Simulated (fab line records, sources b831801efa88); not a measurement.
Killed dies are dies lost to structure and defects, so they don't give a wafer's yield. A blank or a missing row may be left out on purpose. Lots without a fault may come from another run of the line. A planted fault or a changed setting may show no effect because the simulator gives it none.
fab line records | flow gf180mcu
record lots=5 wafers=15 last_day=33
route steps=602 shown MIM@512 M5@526 V5@540
lots that met no fault: from a run of the same line without faults
start_h: hours from the record's first day to the start of the lot's first wafer shown | wait_h: hours since the lot's step before | " the same as in the row above | L1.1+2: a row that stands for several wafers | - no value, or no start given | * or withheld: withheld | < > ~ a bound
route shown NAME@n: a module of which the file shows steps, and the number in the route of the first | usual: mean/standard deviation of fault-free wafers | same: alike in all rows | chamber/n: place in a boat | sites: the reading at each site | _std_site: their standard deviation | _edge_site: outer sites' mean less inner sites' | radius_mm: how far each site lies from the wafer's centre | mask NAME#n: copy n | behind: the tool/chamber that last shaped the wafer | hold: why the lot was held/for how many hours/how that ended | device: the transistor (n, p or np) that didn't switch | end of line: the same wafers' tests at the end of the route | a step without rows: its recipe alone | killed: dies lost to structure and defects at the first sort, not the wafer's yield | map: a wafer's dies, x killed, . not, _ none there
set.NAME: the setting as run; set.NAME@STEP: as run at that earlier step | model.NAME: the simulator's own value behind a step, which no gauge read
lots at some steps of the route; a table a step, a row a wafer
services: from which hour (start_h, from the record's first day; less than 0 if before it) a tool's chamber was out of use, for how many hours, and why
## steps
# step GF_MIM_SPUTTER_09
# recipe material=TiN target_thk_nm=35 power_w=6500 time_s=29.2 chamber_pressure_pa=0.4
# usual throttle_valve_pct=30.2/0.86
# columns lot.wafer tool chamber start_h wait_h throttle_valve_pct
L075.1 pvd_sputter-01 - 567.68 0.0 30.1
L075.3 " - " " 30.0
L075.4 " - " " 29.1
L080.1 pvd_sputter-04 - 622.83 0.0 31.1
L080.3 " - " " 31.9
L080.5 " - " " 31.9
L084.2 pvd_sputter-01 - 645.12 0.0 30.0
L084.3 " - " " 29.3
L084.4 " - " " 29.9
L091.1 pvd_sputter-01 - 693.39 0.0 29.9
L091.2 " - " " 30.1
L091.5 " - " " 30.0
L092.1 pvd_sputter-01 - 708.49 0.0 29.7
L092.4 " - " " 29.9
L092.6 " - " " 29.3
# step GF_MIM_RS_MEAS_10
# recipe thk_meas_gauge=four-point-probe reads=TiN_of_MIM_SPUTTER_09+AlCu_of_MIM_SPUTTER_08+TiN_of_MIM_SPUTTER_07
# usual MIM_ALCU_RS=0.1601/0.002
# columns lot.wafer tool chamber start_h wait_h MIM_ALCU_RS[ohm/sq]
L075.1 film_metro-01 - 567.71 0.0 0.1601
L075.3 " - " " 0.1609
L075.4 " - " " 0.1586
L080.1 film_metro-01 - 622.86 0.0 0.1620
L080.3 " - " " 0.1597
L080.5 " - " " 0.1591
L084.2 film_metro-02 - 645.17 0.0 0.1604
L084.3 " - " " 0.1585
L084.4 " - " " 0.1608
L091.1 film_metro-02 - 693.42 0.0 0.1602
L091.2 " - " " 0.1599
L091.5 " - " " 0.1605
L092.1 film_metro-04 - 708.52 0.0 0.1589
L092.4 " - " " 0.1582
L092.6 " - " " 0.1563
# step GF_MIM_THK_MEAS_11
# recipe thk_meas_gauge=xrf reads=AlCu_of_MIM_SPUTTER_08
# usual MIM_ALCU_THK=199.3/2.8
# columns lot.wafer tool chamber start_h wait_h MIM_ALCU_THK[nm]
L075.1 film_metro-01 - 567.83 0.1 200.3
L075.3 " - " " 198.7
L075.4 " - " " 202.1
L080.1 film_metro-01 - 622.98 0.1 197.0
L080.3 " - " " 199.2
L080.5 " - " " 200.4
L084.2 film_metro-02 - 645.28 0.1 197.6
L084.3 " - " " 199.4
L084.4 " - " " 196.9
L091.1 film_metro-02 - 693.54 0.1 198.7
L091.2 " - " " 198.3
L091.5 " - " " 198.7
L092.1 film_metro-04 - 708.64 0.1 201.5
L092.4 " - " " 203.8
L092.6 " - " " 204.7
# step GF_MIM_DEHYDRATE_12
# recipe temp_c=200 time_s=60
# columns lot.wafer tool chamber start_h wait_h
L075.1+3+4 litho_track-04 0 578.19 10.3
L080.1+3+5 litho_track-03 0 632.11 9.1
L084.2+3+4 litho_track-02 0 653.79 8.5
L091.1+2+5 litho_track-04 0 701.99 8.4
L092.1+4+6 litho_track-04 0 716.94 8.3
# step GF_MIM_HMDS_13
# recipe prime_time_s=60 prime_temp_c=120
# usual prime_temp_c=120.00/0.14
# columns lot.wafer tool chamber start_h wait_h prime_temp_c
L075.1 litho_track-04 0 578.34 0.1 120.10
L075.3 " 0 " " 119.98
L075.4 " 0 " " 120.01
L080.1 litho_track-03 0 632.25 0.1 119.96
L080.3 " 0 " " 120.01
L080.5 " 0 " " 120.12
L084.2 litho_track-02 0 653.94 0.1 119.99
L084.3 " 0 " " 120.14
L084.4 " 0 " " 120.00
L091.1 litho_track-04 0 702.14 0.1 120.08
L091.2 " 0 " " 120.21
L091.5 " 0 " " 120.25
L092.1 litho_track-04 0 717.09 0.1 120.16
L092.4 " 0 " " 119.95
L092.6 " 0 " " 120.01
# step GF_MIM_COAT_14
# recipe resist=NOVOLAK spin_rpm=3000 resist_thk_nm=1000
# columns lot.wafer tool chamber start_h wait_h
L075.1+3+4 litho_track-04 0 578.49 0.1
L080.1+3+5 litho_track-03 0 632.40 0.1
L084.2+3+4 litho_track-02 0 654.09 0.1
L091.1+2+5 litho_track-04 0 702.29 0.1
L092.1+4+6 litho_track-04 0 717.24 0.1
# step GF_MIM_SOFTBAKE_15
# recipe temp_c=90 time_s=60 resist=NOVOLAK
# columns lot.wafer tool chamber start_h wait_h
L075.1+3+4 litho_track-04 0 578.64 0.1
L080.1+3+5 litho_track-03 0 632.55 0.1
L084.2+3+4 litho_track-02 0 654.24 0.1
L091.1+2+5 litho_track-04 0 702.44 0.1
L092.1+4+6 litho_track-04 0 717.39 0.1
# step GF_MIM_EXPOSE_16
# recipe mask_id=FuseTop target_cd_nm=2000 na=0.6 source_shape=conventional sigma_outer=0.6 dose_mj=140
# same sigma_outer=0.6
# columns lot.wafer tool chamber start_h wait_h mask
L075.1+3+4 iline_stepper-02 0 - - FuseTop#0
L080.1+3+5 iline_stepper-02 0 - - FuseTop#0
L084.2+3+4 iline_stepper-01 0 - - FuseTop#0
L091.1+2+5 iline_stepper-02 0 - - FuseTop#0
L092.1+4+6 iline_stepper-01 0 - - FuseTop#0
# step GF_MIM_PEB_17
# recipe temp_c=withheld time_s=* resist=NOVOLAK
# columns lot.wafer tool chamber start_h wait_h
L075.1+3+4 litho_track-02 0 - -
L080.1+3+5 litho_track-02 0 - -
L084.2+3+4 litho_track-03 0 - -
L091.1+2+5 litho_track-04 0 - -
L092.1+4+6 litho_track-04 0 - -
# step GF_MIM_DEVELOP_18
# recipe develop_time_s=60 dev_temp_c=23
# columns lot.wafer tool chamber start_h wait_h
L075.1+3+4 litho_track-02 0 587.71 0.1
L080.1+3+5 litho_track-02 0 642.81 0.1
L084.2+3+4 litho_track-03 0 664.48 0.1
L091.1+2+5 litho_track-04 0 711.74 0.1
L092.1+4+6 litho_track-04 0 726.54 0.1
# step GF_MIM_METAL_ETCH_19
# recipe chemistry=Cl2/BCl3 mask_material=NOVOLAK stop_on=Si3N4 target_depth_nm=324.5 pressure_mtorr=8 icp_w=800 bias_w=140 Cl2_flow_sccm=80 bcl3_flow_sccm=40 time_s=54.1
# usual drypump_motor_current_A=5.8/0.48 oes_product_au=0.943/0.0066 rf_fwd_power_W=793/3 throttle_valve_pct=28.282/0.011
# columns lot.wafer tool chamber start_h wait_h drypump_motor_current_A oes_product_au rf_fwd_power_W rf_hours_counter_h throttle_valve_pct
L075.1 rie_metal-03 0 587.86 0.1 5.4 0.947 789 10 28.292
L075.3 " 1 " " 5.9 0.942 789 - 28.282
L075.4 " 0 " " 5.4 0.950 791 - 28.261
L080.1 rie_metal-03 1 642.96 0.1 5.9 0.939 792 5 28.271
L080.3 " 1 " " 5.9 0.940 793 - 28.280
L080.5 " 1 " " 5.9 0.943 791 - 28.266
L084.2 rie_metal-04 1 664.60 0.1 6.7 0.946 798 13 28.298
L084.3 " 0 " " 5.7 0.961 794 - 28.290
L084.4 " 1 " " 6.7 0.943 793 - 28.275
L091.1 rie_metal-02 0 711.89 0.1 5.1 0.938 795 10 28.280
L091.2 " 1 " " 5.8 0.951 789 8 28.277
L091.5 " 0 " " 5.0 0.942 795 - 28.276
L092.1 rie_metal-02 0 726.69 0.1 5.1 0.942 798 10 28.281
L092.4 " 0 " " 5.1 0.952 798 - 28.272
L092.6 " 1 " " 5.8 0.957 792 - 28.277
# step GF_MIM_STRIP_20
# recipe chemistry=O2/N2 power_w=1400 pressure_mtorr=1500 platen_temp_c=250 o2_flow_sccm=3000 n2_flow_sccm=300 overash_fraction=0.5
# usual drypump_motor_current_A=6.02/0.29 heater_power_w=328/38 o2_flow_sccm=2999/8.5 oes_product_au=0.692/0.0048 strip_time_to_endpoint_s=11.23/0.052
# same overash_fraction=0.5
# columns lot.wafer tool chamber start_h wait_h drypump_motor_current_A heater_power_w o2_flow_sccm oes_product_au rf_hours_counter_h strip_time_to_endpoint_s
L075.1 plasma_asher-03 1 587.93 0.0 5.68 324 2996 0.692 48 11.25
L075.3 " 0 " " 5.97 286 3011 0.694 - 11.26
L075.4 " 1 " " 5.69 324 2994 0.690 - 11.25
L080.1 plasma_asher-01 0 643.10 0.1 6.46 376 2989 0.694 104 11.22
L080.3 " 1 " " 5.54 391 3013 0.703 - 11.19
L080.5 " 0 " " 6.45 387 2990 0.688 - 11.21
L084.2 plasma_asher-04 1 664.67 0.0 6.11 299 3006 0.692 25 11.20
L084.3 " 0 " " 6.20 310 2998 0.695 - 11.24
L084.4 " 1 " " 6.10 294 3012 0.684 - 11.22
L091.1 plasma_asher-04 0 711.96 0.0 6.20 304 3004 0.699 30 11.30
L091.2 " 1 " " 6.10 288 2989 0.697 30 11.28
L091.5 " 1 " " 6.12 293 2987 0.691 - 11.23
L092.1 plasma_asher-04 1 726.76 0.0 6.08 295 3005 0.698 32 11.24
L092.4 " 1 " " 6.10 293 3007 0.692 - 11.30
L092.6 " 1 " " 6.08 302 3002 0.696 - 11.28
# step GF_MIM_STRIP_21
# recipe chemistry=post_etch_residue_remover time_s=1200 temp_c=72.5
# columns lot.wafer tool chamber start_h wait_h
L075.1+3+4 wet_bench-04 1 588.03 0.1
L080.1+3+5 wet_bench-02 3 643.20 0.1
L084.2+3+4 wet_bench-04 1 664.77 0.1
L091.1+2+5 wet_bench-02 3 712.06 0.1
L092.1+4+6 wet_bench-01 3 726.86 0.1
# step GF_MIM_CLEAN_22
# recipe chemistry=DIW dry=n2_spin
# columns lot.wafer tool chamber start_h wait_h
L075.1+3+4 wet_bench-01 3 588.37 0.0
L080.1+3+5 wet_bench-04 0 643.57 0.0
L084.2+3+4 wet_bench-02 0 665.15 0.0
L091.1+2+5 wet_bench-01 0 712.43 0.0
L092.1+4+6 wet_bench-02 0 727.20 0.0
# step GF_M5_DEHYDRATE_00
# recipe temp_c=200 time_s=60
# columns lot.wafer tool chamber start_h wait_h
L075.1+3+4 litho_track-01 0 598.92 10.5
L080.1+3+5 litho_track-02 0 652.26 8.6
L084.2+3+4 litho_track-03 0 673.93 8.7
L091.1+2+5 litho_track-03 0 720.70 8.2
L092.1+4+6 litho_track-02 0 734.96 7.7
# step GF_M5_HMDS_01
# recipe prime_time_s=60 prime_temp_c=120
# usual prime_temp_c=120.01/0.14
# columns lot.wafer tool chamber start_h wait_h prime_temp_c
L075.1 litho_track-01 0 599.07 0.1 119.84
L075.3 " 0 " " 119.90
L075.4 " 0 " " 119.88
L080.1 litho_track-02 0 652.41 0.1 119.95
L080.3 " 0 " " 119.97
L080.5 " 0 " " 119.63
L084.2 litho_track-03 0 674.08 0.1 120.07
L084.3 " 0 " " 119.93
L084.4 " 0 " " 120.04
L091.1 litho_track-03 0 720.85 0.1 120.01
L091.2 " 0 " " 119.86
L091.5 " 0 " " 120.01
L092.1 litho_track-02 0 735.11 0.1 119.95
L092.4 " 0 " " 120.12
L092.6 " 0 " " 120.04
# step GF_M5_COAT_02
# recipe resist=KrF spin_rpm=withheld resist_thk_nm=1000
# columns lot.wafer tool chamber start_h wait_h
L075.1+3+4 litho_track-01 0 599.22 0.1
L080.1+3+5 litho_track-02 0 652.56 0.1
L084.2+3+4 litho_track-03 0 674.23 0.1
L091.1+2+5 litho_track-03 0 721.00 0.1
L092.1+4+6 litho_track-02 0 735.26 0.1
# step GF_M5_SOFTBAKE_03
# recipe temp_c=130 time_s=60 resist=KrF
# columns lot.wafer tool chamber start_h wait_h
L075.1+3+4 litho_track-01 0 599.37 0.1
L080.1+3+5 litho_track-02 0 652.71 0.1
L084.2+3+4 litho_track-03 0 674.38 0.1
L091.1+2+5 litho_track-03 0 721.15 0.1
L092.1+4+6 litho_track-02 0 735.41 0.1
# step GF_M5_EXPOSE_04
# recipe mask_id=Metal5 target_cd_nm=280 na=0.68 source_shape=conventional sigma_outer=0.6 dose_mj=28
# same sigma_outer=0.6
# columns lot.wafer tool chamber start_h wait_h mask
L075.1+3+4 krf_scanner-02 0 - - Metal5#0
L080.1+3+5 krf_scanner-02 0 - - Metal5#0
L084.2+3+4 krf_scanner-01 0 - - Metal5#0
L091.1+2+5 krf_scanner-01 0 - - Metal5#0
L092.1+4+6 krf_scanner-02 0 - - Metal5#0
# step GF_M5_PEB_05
# recipe peb_temp_c=135 peb_time_s=90 resist=KrF
# columns lot.wafer tool chamber start_h wait_h
L075.1+3+4 litho_track-03 0 - -
L080.1+3+5 litho_track-02 0 - -
L084.2+3+4 litho_track-03 0 - -
L091.1+2+5 litho_track-01 0 - -
L092.1+4+6 litho_track-02 0 - -
# step GF_M5_DEVELOP_06
# recipe develop_time_s=60 dev_temp_c=21
# columns lot.wafer tool chamber start_h wait_h
L075.1+3+4 litho_track-03 0 609.21 0.2
L080.1+3+5 litho_track-02 0 662.41 0.2
L084.2+3+4 litho_track-03 0 684.43 0.2
L091.1+2+5 litho_track-01 0 729.66 0.2
L092.1+4+6 litho_track-02 0 744.16 0.2
# step GF_M5_CD_MEAS_07
# recipe target_cd_nm=280
# usual cd_nm=280.0/1.2
# columns lot.wafer tool chamber start_h wait_h cd_nm
L075.1 cd_sem-01 - 609.36 0.1 278.2
L075.3 " - " " 277.3
L075.4 " - " " 278.6
L080.1 cd_sem-02 - 662.56 0.1 281.9
L080.3 " - " " 281.5
L080.5 " - " " 281.5
L084.2 cd_sem-01 - 684.57 0.1 279.9
L084.3 " - " " 279.9
L084.4 " - " " 279.8
L091.1 cd_sem-02 - 729.81 0.1 280.3
L091.2 " - " " 279.7
L091.5 " - " " 280.1
L092.1 cd_sem-01 - 744.31 0.1 278.2
L092.4 " - " " 280.1
L092.6 " - " " 278.7
# step GF_M5_OVL_MEAS_08
# usual M5_OVL=-3/6
# columns lot.wafer tool chamber start_h wait_h M5_OVL[nm]
L075.1 overlay-01 - 609.48 0.1 -3
L075.3 " - " " -5
L075.4 " - " " -3
L080.1 overlay-02 - 662.68 0.1 -9
L080.3 " - " " -1
L080.5 " - " " -7
L084.2 overlay-02 - 684.68 0.1 6
L084.3 " - " " 2
L084.4 " - " " -2
L091.1 overlay-01 - 729.93 0.1 -3
L091.2 " - " " -4
L091.5 " - " " -2
L092.1 overlay-01 - 744.43 0.1 -1
L092.4 " - " " -4
L092.6 " - " " -4
# step GF_M5_ETCH_09
# recipe chemistry=CF4/O2 target=Si3N4 target_depth_nm=52 source_w=800 bias_w=150 pressure_mtorr=150 cf4_flow_sccm=80 O2_flow_sccm=10 time_s=11.6
# usual drypump_motor_current_A=5.7/0.44 oes_product_au=0.997/0.01 rf_fwd_power_W=786/3.4 throttle_valve_pct=5.969/0.0098
# columns lot.wafer tool chamber start_h wait_h drypump_motor_current_A oes_product_au rf_fwd_power_W rf_hours_counter_h throttle_valve_pct
L075.1 rie_diel-02 0 609.51 0.0 5.1 1.007 786 7 5.978
L075.3 " 2 " " 5.8 1.006 786 11 5.959
L075.4 " 0 " " 5.1 1.011 788 - 5.983
L080.1 rie_diel-03 1 662.72 0.0 6.3 0.989 789 5 5.978
L080.3 " 3 " " 5.2 0.979 783 19 5.951
L080.5 " 2 " " 5.7 0.982 782 - 5.971
L084.2 rie_diel-02 3 684.71 0.0 6.0 0.992 786 2 5.983
L084.3 " 0 " " 5.0 1.005 791 10 5.971
L084.4 " 2 " " 5.8 0.997 785 13 5.963
L091.1 rie_diel-01 3 729.97 0.0 5.1 1.008 788 34 5.964
L091.2 " 0 " " 6.5 1.002 783 9 5.981
L091.5 " 0 " " 6.5 1.006 779 - 5.979
L092.1 rie_diel-01 1 744.47 0.0 6.0 0.993 785 47 5.956
L092.4 " 2 " " 5.7 1.008 787 8 5.962
L092.6 " 2 " " 5.8 1.008 788 - 5.980
# step GF_M5_METAL_ETCH_10
# recipe chemistry=Cl2/BCl3 mask_material=KrF target_depth_nm=627.5 stop_on=SiO2 pressure_mtorr=8 icp_w=800 bias_w=140 Cl2_flow_sccm=80 bcl3_flow_sccm=40 time_s=104.6
# usual drypump_motor_current_A=5.7/0.39 oes_product_au=0.973/0.0059 rf_fwd_power_W=794.6/2.5 throttle_valve_pct=28.249/0.01
# columns lot.wafer tool chamber start_h wait_h drypump_motor_current_A oes_product_au rf_fwd_power_W rf_hours_counter_h throttle_valve_pct
L075.1 rie_metal-01 0 609.53 0.0 6.2 0.979 790.6 10 28.249
L075.3 " 0 " " 6.2 0.974 794.5 - 28.246
L075.4 " 1 " " 5.5 0.974 790.5 - 28.238
L080.1 rie_metal-03 1 662.74 0.0 5.9 0.968 792.7 7 28.251
L080.3 " 1 " " 5.9 0.962 796.0 - 28.261
L080.5 " 1 " " 5.9 0.971 790.9 - 28.247
L084.2 rie_metal-02 1 684.73 0.0 5.8 0.977 796.8 6 28.240
L084.3 " 0 " " 5.0 0.973 798.3 - 28.230
L084.4 " 1 " " 5.8 0.971 797.0 - 28.243
L091.1 rie_metal-02 1 729.99 0.0 5.8 0.972 794.1 8 28.245
L091.2 " 0 " " 5.1 0.972 793.9 10 28.262
L091.5 " 0 " " 5.0 0.973 794.2 - 28.258
L092.1 rie_metal-03 1 744.49 0.0 5.9 0.968 797.5 10 28.247
L092.4 " 0 " " 5.4 0.966 790.5 - 28.261
L092.6 " 1 " " 5.9 0.977 796.3 - 28.245
# step GF_M5_STRIP_11
# recipe chemistry=O2/N2 power_w=1400 pressure_mtorr=1500 platen_temp_c=250 o2_flow_sccm=3000 n2_flow_sccm=300 overash_fraction=0.5
# usual drypump_motor_current_A=6.04/0.15 heater_power_w=317/27 o2_flow_sccm=2998/9.7 oes_product_au=0.543/0.0048 strip_time_to_endpoint_s=7.52/0.036
# same overash_fraction=0.5
# columns lot.wafer tool chamber start_h wait_h drypump_motor_current_A heater_power_w o2_flow_sccm oes_product_au rf_hours_counter_h strip_time_to_endpoint_s
L075.1 plasma_asher-04 0 609.65 0.1 6.20 309 3003 0.531 19 7.45
L075.3 " 0 " " 6.21 311 2989 0.544 - 7.45
L075.4 " 1 " " 6.06 295 3014 0.534 - 7.47
L080.1 plasma_asher-03 1 662.96 0.2 5.69 316 2999 0.542 56 7.52
L080.3 " 0 " " 6.00 296 3003 0.548 - 7.48
L080.5 " 1 " " 5.70 309 2991 0.546 - 7.48
L084.2 plasma_asher-04 1 684.85 0.1 6.08 291 2987 0.544 27 7.57
L084.3 " 1 " " 6.11 297 2991 0.546 - 7.54
L084.4 " 0 " " 6.19 312 2982 0.545 - 7.54
L091.1 plasma_asher-03 1 730.11 0.1 5.69 313 2995 0.548 62 7.51
L091.2 " 0 " " 6.00 302 2988 0.541 62 7.49
L091.5 " 0 " " 5.99 294 3001 0.544 - 7.54
L092.1 plasma_asher-04 1 744.60 0.1 6.09 297 2991 0.548 34 7.49
L092.4 " 1 " " 6.11 293 3005 0.549 - 7.56
L092.6 " 0 " " 6.19 312 2995 0.540 - 7.49
# step GF_M5_STRIP_12
# recipe chemistry=post_etch_residue_remover time_s=1200 temp_c=72.5
# columns lot.wafer tool chamber start_h wait_h
L075.1+3+4 wet_bench-02 1 609.75 0.1
L080.1+3+5 wet_bench-03 0 663.06 0.1
L084.2+3+4 wet_bench-02 1 684.95 0.1
L091.1+2+5 wet_bench-02 0 730.21 0.1
L092.1+4+6 wet_bench-03 1 744.70 0.1
# step GF_M5_CLEAN_13
# recipe chemistry=DIW dry=n2_spin
# columns lot.wafer tool chamber start_h wait_h
L075.1+3+4 wet_bench-02 3 610.09 0.0
L080.1+3+5 wet_bench-04 3 663.41 0.0
L084.2+3+4 wet_bench-04 3 685.29 0.0
L091.1+2+5 wet_bench-02 2 730.55 0.0
L092.1+4+6 wet_bench-02 0 745.04 0.0
# step GF_V5_CVD_00
# recipe material=SiO2 target_thk_nm=300 sigma_open_frac=0.3 temp_c=400 time_s=50 sih4_flow_sccm=60 pressure_mtorr=6
# columns lot.wafer tool chamber start_h wait_h
L075.1+3+4 hdpcvd-02 0,2,1 610.18 0.0
L080.1+3+5 hdpcvd-01 2,0,1 663.51 0.0
L084.2+3+4 hdpcvd-02 1,0,2 685.47 0.0
L091.1+2+5 hdpcvd-01 0,1,0 730.64 0.0
L092.1+4+6 hdpcvd-01 1,0,1 745.13 0.0
# step GF_V5_THK_MEAS_01
# recipe reads=SiO2_of_V5_CVD_00
# usual V5_CVD_00_THK=300/3.2
# columns lot.wafer tool chamber start_h wait_h V5_CVD_00_THK[nm]
L075.1 film_metro-03 - 610.22 0.0 300
L075.3 " - " " 297
L075.4 " - " " 301
L080.1 film_metro-03 - 663.55 0.0 297
L080.3 " - " " 297
L080.5 " - " " 293
L084.2 film_metro-01 - 685.53 0.0 299
L084.3 " - " " 297
L084.4 " - " " 297
L091.1 film_metro-02 - 730.68 0.0 300
L091.2 " - " " 298
L091.5 " - " " 299
L092.1 film_metro-01 - 745.18 0.0 299
L092.4 " - " " 299
L092.6 " - " " 299
# step GF_V5_CVD_02
# recipe material=SiO2 target_thk_nm=1450 precursor=TEOS temp_c=400 time_s=163.28 rf_w=600
# usual heater_power_w=670/85 rf_fwd_power_W=597.6/1.9
# columns lot.wafer tool chamber start_h wait_h heater_power_w rf_fwd_power_W
L075.1 pecvd-03 0 610.28 0.1 803 596.8
L075.3 " 2 " " 551 599.0
L075.4 " 1 " " 615 595.9
L080.1 pecvd-01 1 663.61 0.1 807 598.7
L080.3 " 0 " " 645 599.5
L080.5 " 2 " " 682 593.2
L084.2 pecvd-04 1 685.58 0.0 670 598.1
L084.3 " 2 " " 650 594.8
L084.4 " 2 " " 747 597.1
L091.1 pecvd-03 2 730.74 0.1 680 595.6
L091.2 " 1 " " 553 596.8
L091.5 " 1 " " 633 598.2
L092.1 pecvd-04 2 745.24 0.1 816 596.9
L092.4 " 0 " " 532 592.1
L092.6 " 2 " " 639 599.4
# step GF_V5_THK_MEAS_03
# recipe reads=SiO2_of_V5_CVD_02
# usual V5_CVD_02_THK=1453/18
# columns lot.wafer tool chamber start_h wait_h V5_CVD_02_THK[nm]
L075.1 film_metro-03 - 610.39 0.1 1431
L075.3 " - " " 1417
L075.4 " - " " 1465
L080.1 film_metro-01 - 663.72 0.1 1444
L080.3 " - " " 1439
L080.5 " - " " 1484
L084.2 film_metro-02 - 685.69 0.1 1421
L084.3 " - " " 1454
L084.4 " - " " 1447
L091.1 film_metro-01 - 730.85 0.1 1428
L091.2 " - " " 1437
L091.5 " - " " 1477
L092.1 film_metro-03 - 745.35 0.1 1466
L092.4 " - " " 1493
L092.6 " - " " 1494
# step GF_V5_CMP_04
# recipe material=SiO2 down_force_psi=4 platen_rpm=60 pad_velocity_m_s=0.94248
# usual motor_current_A=11.9/1 retaining_ring_pressure_frac=1.000/0.0051
# columns lot.wafer tool chamber start_h wait_h motor_current_A retaining_ring_pressure_frac
L075.1 cmp-02 0 610.72 0.3 13.1 1.000
L075.3 " 1 " " 10.4 1.009
L075.4 " 2 " " 11.9 1.004
L080.3 cmp-02 3 663.78 0.0 11.2 0.996
L080.1 " 0 " " 12.7 1.001
L080.5 " 0 " " 13.4 1.000
L084.2 cmp-01 0 685.79 0.1 10.6 0.997
L084.3 " 1 " " 13.1 1.001
L084.4 " 2 " " 11.6 1.007
L091.2 cmp-02 3 730.91 0.0 11.7 1.003
L091.1 " 0 " " 13.5 0.997
L091.5 " 3 " " 11.4 0.991
L092.1 cmp-01 0 745.42 0.1 10.6 1.003
L092.4 " 3 " " 13.0 0.993
L092.6 " 0 " " 10.6 0.998
# step GF_V5_BOW_MEAS_05
# recipe mode=bow
# usual V5_BOW=133/7
# columns lot.wafer tool chamber start_h wait_h V5_BOW[um]
L075.1 film_metro-02 - 611.02 0.2 126
L075.3 " - " " 134
L075.4 " - " " 132
L080.1 film_metro-02 - 664.08 0.2 132
L080.3 " - " " 131
L080.5 " - " " 123
L084.2 film_metro-03 - 686.06 0.2 139
L084.3 " - " " 127
L084.4 " - " " 136
L091.1 film_metro-02 - 731.21 0.2 129
L091.2 " - " " 132
L091.5 " - " " 127
L092.1 film_metro-01 - 745.72 0.2 125
L092.4 " - " " 113
L092.6 " - " " 127
# step GF_V5_DEHYDRATE_06
# recipe temp_c=200 time_s=60
# columns lot.wafer tool chamber start_h wait_h
L075.1+3+4 litho_track-04 0 621.14 10.1
L080.1+3+5 litho_track-01 0 672.77 8.7
L084.2+3+4 litho_track-03 0 694.23 8.1
L091.1+2+5 litho_track-01 0 739.26 8.0
L092.1+4+6 litho_track-01 0 753.11 7.4
# step GF_V5_HMDS_07
# recipe prime_time_s=60 prime_temp_c=120
# usual prime_temp_c=120.03/0.17
# columns lot.wafer tool chamber start_h wait_h prime_temp_c
L075.1 litho_track-04 0 621.29 0.1 120.25
L075.3 " 0 " " 120.34
L075.4 " 0 " " 120.22
L080.1 litho_track-01 0 672.92 0.1 120.10
L080.3 " 0 " " 120.09
L080.5 " 0 " " 120.02
L084.2 litho_track-03 0 694.38 0.1 120.26
L084.3 " 0 " " 120.08
L084.4 " 0 " " 120.20
L091.1 litho_track-01 0 739.41 0.1 120.03
L091.2 " 0 " " 120.20
L091.5 " 0 " " 119.91
L092.1 litho_track-01 0 753.26 0.1 119.97
L092.4 " 0 " " 119.95
L092.6 " 0 " " 119.92
# step GF_V5_COAT_08
# recipe resist=BARC temp_c=withheld time_s=withheld spin_rpm=withheld resist_thk_nm=withheld
# columns lot.wafer tool chamber start_h wait_h
L075.1+3+4 litho_track-04 0 621.44 0.1
L080.1+3+5 litho_track-01 0 673.07 0.1
L084.2+3+4 litho_track-03 0 694.53 0.1
L091.1+2+5 litho_track-01 0 739.56 0.1
L092.1+4+6 litho_track-01 0 753.41 0.1
# step GF_V5_COAT_09
# recipe resist=KrF spin_rpm=withheld resist_thk_nm=1000
# columns lot.wafer tool chamber start_h wait_h
L075.1+3+4 litho_track-04 0 - -
L080.1+3+5 litho_track-01 0 - -
L084.2+3+4 litho_track-03 0 - -
L091.1+2+5 litho_track-01 0 - -
L092.1+4+6 litho_track-01 0 - -
# step GF_V5_SOFTBAKE_10
# recipe temp_c=130 time_s=60 resist=KrF
# columns lot.wafer tool chamber start_h wait_h
L075.1+3+4 litho_track-04 0 - -
L080.1+3+5 litho_track-01 0 - -
L084.2+3+4 litho_track-03 0 - -
L091.1+2+5 litho_track-01 0 - -
L092.1+4+6 litho_track-01 0 - -
# step GF_V5_EXPOSE_11
# recipe mask_id=Via5 target_cd_nm=260 na=0.68 source_shape=conventional sigma_outer=0.6 dose_mj=38
# same sigma_outer=0.6
# columns lot.wafer tool chamber start_h wait_h mask
L075.1+3+4 krf_scanner-02 0 - - Via5#0
L080.1+3+5 krf_scanner-02 0 - - Via5#0
L084.2+3+4 krf_scanner-01 0 - - Via5#0
L091.1+2+5 krf_scanner-01 0 - - Via5#0
L092.1+4+6 krf_scanner-01 0 - - Via5#0
# step GF_V5_PEB_12
# recipe peb_temp_c=135 peb_time_s=90 resist=KrF
# columns lot.wafer tool chamber start_h wait_h
L075.1+3+4 litho_track-04 0 - -
L080.1+3+5 litho_track-04 0 - -
L084.2+3+4 litho_track-04 0 - -
L091.1+2+5 litho_track-03 0 - -
L092.1+4+6 litho_track-03 0 - -
# step GF_V5_DEVELOP_13
# recipe develop_time_s=60 resist=KrF dev_temp_c=21
# columns lot.wafer tool chamber start_h wait_h
L075.1+3+4 litho_track-04 0 631.44 0.2
L080.1+3+5 litho_track-04 0 681.94 0.2
L084.2+3+4 litho_track-04 0 704.31 0.2
L091.1+2+5 litho_track-03 0 748.20 0.2
L092.1+4+6 litho_track-03 0 762.25 0.2
# step GF_V5_CD_MEAS_14
# recipe target_cd_nm=260
# usual cd_nm=260.1/1.1
# columns lot.wafer tool chamber start_h wait_h cd_nm
L075.1 cd_sem-01 - 631.59 0.1 261.2
L075.3 " - " " 259.8
L075.4 " - " " 260.1
L080.1 cd_sem-02 - 682.09 0.1 259.9
L080.3 " - " " 258.9
L080.5 " - " " 260.4
L084.2 cd_sem-02 - 704.46 0.1 260.4
L084.3 " - " " 259.8
L084.4 " - " " 261.4
L091.1 cd_sem-01 - 748.35 0.1 260.2
L091.2 " - " " 260.5
L091.5 " - " " 260.1
L092.1 cd_sem-01 - 762.40 0.1 259.5
L092.4 " - " " 258.7
L092.6 " - " " 261.1
## services
# columns tool chamber start_h hours kind
krf_scanner-02 - 557.44 1.0 pm
plasma_asher-03 - 559.54 3.3 repair
cmp-02 - 572.05 4.0 pm
krf_scanner-02 - 572.88 1.4 repair
krf_scanner-01 - 598.69 3.6 pm
rie_metal-03 - 599.82 0.3 repair
krf_scanner-02 - 604.44 11.6 pm
krf_scanner-01 - 615.99 1.3 pm
krf_scanner-02 - 617.29 0.8 pm
krf_scanner-01 - 618.04 1.0 pm
krf_scanner-02 - 623.34 1.3 pm
plasma_asher-04 - 623.38 1.2 repair
rie_metal-03 - 630.16 0.3 repair
rie_metal-03 1 630.28 5.3 repair
krf_scanner-02 - 631.66 0.9 repair
krf_scanner-01 - 654.46 4.1 repair
rie_metal-02 - 682.88 1.5 repair
krf_scanner-01 - 708.89 0.8 pm
krf_scanner-01 - 711.92 3.6 repair
krf_scanner-02 - 726.44 1.0 pm
plasma_asher-04 - 729.40 1.2 repair
krf_scanner-02 - 739.04 8.0 repair
pvd_sputter-01 - 740.34 11.5 repair
krf_scanner-01 - 760.85 0.6 repair
## key
fault none
